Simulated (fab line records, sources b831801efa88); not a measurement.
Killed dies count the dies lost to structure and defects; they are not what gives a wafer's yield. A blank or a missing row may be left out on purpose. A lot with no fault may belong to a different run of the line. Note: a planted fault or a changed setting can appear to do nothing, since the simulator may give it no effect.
Chamber matching    flow gf180mcu    pecvd-02 running GF_CONTACT_CVD_02: 3 sister chambers
The step deposits SiO2 from TEOS, target thk 860 nm, time 95.992 s. 14 wafers are shown with their chamber, then 7 later ones without.

WAFERS PAIRED WITH THEIR CHAMBERS
wafer   chamber  heater power w (W)
L239.4  0        641
L239.5  0        504
L239.6  2        422
L238.2  0        510
L238.3  2        549
L238.5  0        607
L247.3  2        547
L247.5  2        428
L247.6  1        568
L249.3  1        621
L249.5  2        495
L249.6  1        656
L251.2  1        636
L251.4  1        516

SIGNATURES, as means of the wafers listed above
reading         chamber 0  chamber 1  chamber 2  scatter within a chamber
heater power w  565.50     599.40     488.20     62.1
Rule: a wafer lies at a distance from a chamber equal to the root of the sum of squares, over the readings, of (its reading less the chamber's mean, divided by the reading's scatter). The wafer belongs to the nearest chamber; if the next one is less than 2 further off, it can't be placed. How the scatter is found: for the shown wafers, subtract from each reading the mean of its chamber, square and add these, divide the total by (wafers less chambers), then take the root.

WAFERS MISSING THEIR CHAMBER
wafer   heater power w (W)
L251.6  581
L254.1  654
L254.2  457
L254.3  633
L261.4  508
L261.5  605
L261.6  610

WHICH CHAMBER EACH WENT THROUGH
wafer   from the rows above           in truth
L251.6  can't be placed: 0 or 1 or 2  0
L254.1  can't be placed: 1 or 0 or 2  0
L254.2  can't be placed: 2 or 0 or 1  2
L254.3  can't be placed: 1 or 0 or 2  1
L261.4  can't be placed: 2 or 0 or 1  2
L261.5  can't be placed: 1 or 0 or 2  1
L261.6  can't be placed: 1 or 0 or 2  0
0 of 7 placed correctly. From these rows, 7 cannot be placed; in 7 the true chamber is one of the candidates. Wrongly placed: 0.
